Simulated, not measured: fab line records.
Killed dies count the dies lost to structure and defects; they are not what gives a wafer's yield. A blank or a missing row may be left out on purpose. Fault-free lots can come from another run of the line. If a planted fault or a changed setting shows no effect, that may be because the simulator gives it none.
Which tool is to blame?	flow sky130	14 lots, 42 wafers sampled, at 4 steps of a route of 708

== WHAT THE GAUGES READ, wafer by wafer ==
SKY_LDD_HVN_TW_MEAS_10. Usual: LDD_HVN_TW 1438, standard deviation 5.3.
lot	measured	on	LDD_HVN_TW	flag
L219	day 19 22:35	film metro-01	1443 1440 1442	
L220	day 20 14:40	film metro-04	1434 1440 1450	
L224	day 22 03:31	film metro-02	1433 1434 1438	
L225	day 22 14:11	film metro-01	1443 1438 1437	
L230	day 24 17:02	film metro-02	1437 1437 1432	
L233	day 25 21:24	film metro-02	1429 1445 1456	
L234	day 26 02:01	film metro-04	1444 1439 1439	
L235	day 26 04:58	film metro-02	1437 1431 1434	
L237	day 26 15:23	film metro-04	1436 1432 1442	
L236	day 26 16:16	film metro-04	1431 1436 1437	
L238	day 27 06:48	film metro-02	1439 1436 1435	
L239	day 27 07:55	film metro-02	1435 1442 1434	
L240	day 27 18:15	film metro-04	1445 1437 1436	
L242	day 28 09:00	film metro-02	1435 1434 1430	

SKY_LDD_LDN_OVL_MEAS_07. Usual: LDD_LDN_OVL 0.8 nm, standard deviation 1.4.
lot	measured	on	LDD_LDN_OVL (nm)	flag
L219	day 22 13:16	overlay-02	-0.1 -0.3 1.0	
L220	day 23 04:11	overlay-02	3.8 1.7 2.7	
L224	day 24 14:52	overlay-01	1.9 1.2 0.9	
L225	day 25 02:10	overlay-01	-1.2 0.3 1.3	
L230	day 27 02:42	overlay-01	-0.4 -0.6 -0.9	
L233	day 28 05:59	overlay-01	-1.2 -1.1 0.0	
L234	day 28 11:56	overlay-01	-0.5 1.1 -0.1	
L235	day 28 13:51	overlay-01	-0.5 0.1 -1.0	
L237	day 29 00:00	overlay-01	-1.1 0.8 0.0	
L236	day 29 02:16	overlay-01	1.5 2.2 2.3	
L238	day 29 15:35	overlay-02	1.5 0.8 2.1	
L239	day 29 17:25	overlay-01	-0.4 -1.2 -0.8	
L240	day 30 02:25	overlay-01	1.0 1.8 1.5	
L242	day 30 15:28	overlay-01	0.5 2.1 -0.4	

SKY_SD_P_CD_MEAS_07: target cd 380 nm. Usual: cd nm reads 378.9 nm (standard deviation 2.5).
lot	measured	on	cd nm (nm)	flag
L219	day 25 04:10	cd sem-01	375.6 378.7 377.4	
L220	day 25 17:22	cd sem-01	385.6 385.7 386.1	
L230	day 29 13:08	cd sem-02	377.4 376.2 377.3	
L233	day 30 16:23	cd sem-02	380.4 379.5 380.9	
L234	day 31 03:17	cd sem-02	379.1 377.2 375.3	
L235	day 31 07:01	cd sem-02	378.7 381.1 378.7	
L237	day 31 09:58	cd sem-02	376.5 377.6 376.9	
L236	day 31 12:50	cd sem-02	376.6 375.1 377.2	
L238	day 32 01:56	cd sem-02	381.8 383.5 381.6	
L239	day 32 03:34	cd sem-02	380.9 380.7 381.7	
L240	day 32 11:43	cd sem-02	379.1 379.8 380.1	
L242	day 33 00:08	cd sem-02	377.9 381.9 382.2	

== WHICH TOOL RAN EACH LOT (tool, then ch and the chambers of the sampled wafers, then the start) ==
lot	SKY_POLY_CUT_DEVELOP_07
L219	litho track-02 ch 0, day 23 21:00
L220	litho track-04 ch 0, day 24 12:00
L224	litho track-03, day 25 22:00
L225	litho track-03, day 26 08:00
L230	litho track-03 ch 0, day 28 09:00
L233	litho track-03 ch 0, day 29 12:00
L234	litho track-02 ch 0, day 29 22:00
L235	litho track-02 ch 0, day 30 03:00
L237	litho track-03 ch 0, day 30 06:00
L236	litho track-02 ch 0, day 30 09:00
L238	litho track-03 ch 0, day 30 22:00
L239	litho track-04 ch 0, day 31 00:00
L240	litho track-03 ch 0, day 31 08:00
L242	litho track-03 ch 0, day 31 21:00
- SKY_POLY_CUT_DEVELOP_07: develop time 60 s.

== WHAT THE TOOLS THEMSELVES READ (means of the sampled wafers that have a number; where no wafer has one, the mark that the record gives instead) ==
SKY_POLY_CUT_DEVELOP_07. Usual: chill plate temp C reads 22.96 C (standard deviation 0.099).
lot	tool	chill plate temp C (C)	flag
L219	litho track-02	22.93	
L220	litho track-04	23.01	
L224	litho track-03	-	OFF
L225	litho track-03	-	OFF
L230	litho track-03	23.06	
L233	litho track-03	23.01	
L234	litho track-02	23.05	
L235	litho track-02	23.07	
L237	litho track-03	22.93	
L236	litho track-02	22.95	
L238	litho track-03	22.96	
L239	litho track-04	23.08	
L240	litho track-03	22.94	
L242	litho track-03	22.85	

== THE ANSWER, worked out from the rows above alone ==
Rule: take the mean of a lot's wafers that have a number; if it is more than 3 standard deviations from the usual mean, the lot is off. Also off: a lot with no number at a reading for which 4 or more lots have one. Where the step has rows for the other lots, those lots are counted as sound. Order of review: gauges by route order, followed by the tools' own readings, for which a lot's mean as printed above is used. The first step at which some lot is off is used, and at that step the reading that is off furthest; a lot without a number counts as furthest.
Off: L224, L225, at SKY_POLY_CUT_DEVELOP_07 (chill plate temp C). Without a number there: L224, L225.
A tool fits if, at that step or a process step before it, it ran every lot that is off, and no sound lot after the first of them. Not one of the candidates tried fits.

== WHAT THE SIMULATOR HAD INSERTED ==
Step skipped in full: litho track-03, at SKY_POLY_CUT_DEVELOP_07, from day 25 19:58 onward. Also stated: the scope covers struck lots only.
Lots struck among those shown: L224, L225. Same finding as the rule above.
